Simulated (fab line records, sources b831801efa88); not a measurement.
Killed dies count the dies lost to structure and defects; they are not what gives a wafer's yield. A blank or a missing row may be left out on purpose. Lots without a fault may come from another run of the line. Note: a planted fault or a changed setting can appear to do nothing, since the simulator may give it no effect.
Which tool was responsible? | flow sky130 | 13 lots, 39 wafers sampled, at 2 steps of a route of 708

## WHAT THE GAUGES SHOWED, per wafer
The record holds no reading of a measuring or inspecting step that can be judged against a usual standard deviation.

## WHAT TOOL EACH LOT RAN ON (gives the tool, then ch and the chambers of the sampled wafers, and finally the start)
lot  | SKY_GATE_OXIDE_OXIDATION_16   | SKY_PAD_OPEN_PROBE_99
L980 | furnace-02 ch 0, day 14 22:07 | prober-02, day 46 15:34
L981 | furnace-02 ch 0, day 15 02:25 | -
L983 | furnace-01 ch 0, day 15 10:14 | -
L984 | furnace-01 ch 0, day 15 18:07 | -
L989 | furnace-01 ch 0, day 17 08:23 | prober-02, day 48 00:59
L993 | furnace-02 ch 0, day 19 04:28 | -
L994 | furnace-02 ch 0, day 19 06:15 | prober-01, day 49 12:17
L995 | furnace-02 ch 0, day 19 11:52 | -
L997 | furnace-02 ch 0, day 20 04:24 | prober-01, day 49 18:25
L998 | furnace-02 ch 0, day 20 11:37 | prober-02, day 49 22:36
L999 | furnace-02 ch 0, day 21 08:12 | prober-01, day 50 08:06
L100 | furnace-02 ch 0, day 22 04:43 | prober-01, day 51 06:04
L102 | furnace-01 ch 0, day 22 12:59 | -
- SKY_GATE_OXIDE_OXIDATION_16: stabilise 600 s, purge 300 s, target thk 3.57 nm.
- SKY_PAD_OPEN_PROBE_99

## WHAT THE TOOLS THEMSELVES READ (means of the sampled wafers that have a number; where no wafer has one, the mark that the record gives instead)
SKY_GATE_OXIDE_OXIDATION_16. Usual: zone-power-centre-pct 14.7 %, standard deviation 0.96; zone-power-top-pct 29.8 %, standard deviation 1.
lot  | tool       | zone-power-centre-pct (%) | zone-power-top-pct (%) | flag
L980 | furnace-02 | 15.5                      | 29.1                   |
L981 | furnace-02 | 15.6                      | 28.6                   |
L983 | furnace-01 | 13.6                      | 30.9                   |
L984 | furnace-01 | 13.7                      | 30.9                   |
L989 | furnace-01 | 13.7                      | 30.7                   |
L993 | furnace-02 | 15.5                      | 29.2                   |
L994 | furnace-02 | 15.6                      | 28.9                   |
L995 | furnace-02 | 15.5                      | 29.0                   |
L997 | furnace-02 | 15.6                      | 28.9                   |
L998 | furnace-02 | 15.6                      | 29.0                   |
L999 | furnace-02 | 15.6                      | 29.0                   |
L100 | furnace-02 | 15.5                      | 29.0                   |
L102 | furnace-01 | 13.6                      | 30.8                   |

SKY_PAD_OPEN_PROBE_99. Usual: killed_at_M0_to_M3 44, standard deviation 7.1; killed_at_M4_up 3.0, standard deviation 1.9; killed-at-contacts 25, standard deviation 5.6; killed-at-front-end 14, standard deviation 4.1; killed-at-other 0.2, standard deviation 0.44; killed-dies 86, standard deviation 9.1; killed-open 47, standard deviation 7.4; killed-short 39, standard deviation 5.7.
lot  | tool      | killed_at_M0_to_M3 | killed_at_M4_up | killed-at-contacts | killed-at-front-end | killed-at-other | killed-dies | killed-open | killed-short | flag
L980 | prober-02 | 37                 | 3.0             | 32                 | 13                  | 0.3             | 85          | 48          | 37           |
L989 | prober-02 | 41                 | 4.3             | 30                 | 18                  | 0.3             | 94          | 50          | 44           |
L994 | prober-01 | 39                 | 2.0             | 27                 | 11                  | 0.0             | 79          | 42          | 37           |
L997 | prober-01 | 41                 | 2.7             | 20                 | 12                  | 0.0             | 76          | 40          | 36           |
L998 | prober-02 | 43                 | 2.0             | 24                 | 17                  | 0.0             | 87          | 49          | 38           |
L999 | prober-01 | 43                 | 4.0             | 30                 | 13                  | 0.7             | 90          | 53          | 37           |
L100 | prober-01 | 50                 | 2.3             | 25                 | 15                  | 0.0             | 93          | 48          | 45           |

## THE ANSWER, worked out from the rows above alone
Rule: a lot is off if the mean of its wafers that have a number lies more than 3 standard deviations from the usual mean. A lot without any number at a reading at which 4 lots or more have one is off too. All remaining lots with rows at the step are treated as sound. The gauges are gone through in route order, then the tools' own readings, and for those a lot's mean is taken as printed above. At the first step where some lot is off, the reading lying furthest off is the one used; lots without a number count as furthest.
None of the lots is off at any reading shown; this tells nothing.

## WHAT THE SIMULATOR HAD INSERTED
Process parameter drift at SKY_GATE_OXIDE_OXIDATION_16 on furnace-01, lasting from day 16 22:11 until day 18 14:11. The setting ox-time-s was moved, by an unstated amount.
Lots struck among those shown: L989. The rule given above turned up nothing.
